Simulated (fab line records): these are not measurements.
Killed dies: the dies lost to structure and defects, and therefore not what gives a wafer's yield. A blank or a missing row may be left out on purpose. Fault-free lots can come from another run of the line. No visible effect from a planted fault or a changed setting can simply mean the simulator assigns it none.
2 desks, one fault -- flow sky130 -- numbers are kept per desk, each desk with only its own; the story behind them comes last

AT THE METROLOGY DESK
Means of the sampled wafers that have a number, per lot and without regard to the tool the lot ran on: this is what the gauges read. Any lot whose mean is over 4 standard deviations away from the usual mean is out of limits and marked OUT; that distance is given in the brackets.
Columns: A = CONTACT_W_RS at SKY_CONTACT_RS_MEAS_25, usual 0.337 ohm/sq; B = CONTACT_W_THK at SKY_CONTACT_THK_MEAS_26, usual 340 nm
lot,first seen here,A,B
L361,day 34 13:56,0.335,345
L364,day 35 04:32,0.340,337
L365,day 35 14:19,0.338,335
L366,day 36 04:55,0.334,348
L370,day 37 00:47,0.332,344
L369,day 37 02:45,0.335,340
Finding of this desk: none of the 6 lots has anything out of limits.

AT THE TOOL OWNER'S DESK: pvd sputter-01
The tool's own readings at SKY_METAL1_SPUTTER_03 (material Ti, target thk 5 nm, time 3.3 s): means of the sampled wafers that have a number, for each lot that ran on this tool. Any lot whose mean is over 4 standard deviations away from the usual mean is out of limits and marked OUT; that distance is given in the brackets.
Columns: A = throttle valve pct at SKY_METAL1_SPUTTER_03, usual 30.2 %
lot,first seen here,A
L361,day 34 14:27,29.9
L365,day 35 14:52,30.3
L366,day 36 05:28,30.4
Finding of this desk: none of the 3 lots has anything out of limits.

TAKEN TOGETHER
From the metrology desk's view, nothing was out of limits.
The tool owner's desk saw nothing out of limits.

WHAT HAD BEEN PUT IN BY THE SIMULATOR
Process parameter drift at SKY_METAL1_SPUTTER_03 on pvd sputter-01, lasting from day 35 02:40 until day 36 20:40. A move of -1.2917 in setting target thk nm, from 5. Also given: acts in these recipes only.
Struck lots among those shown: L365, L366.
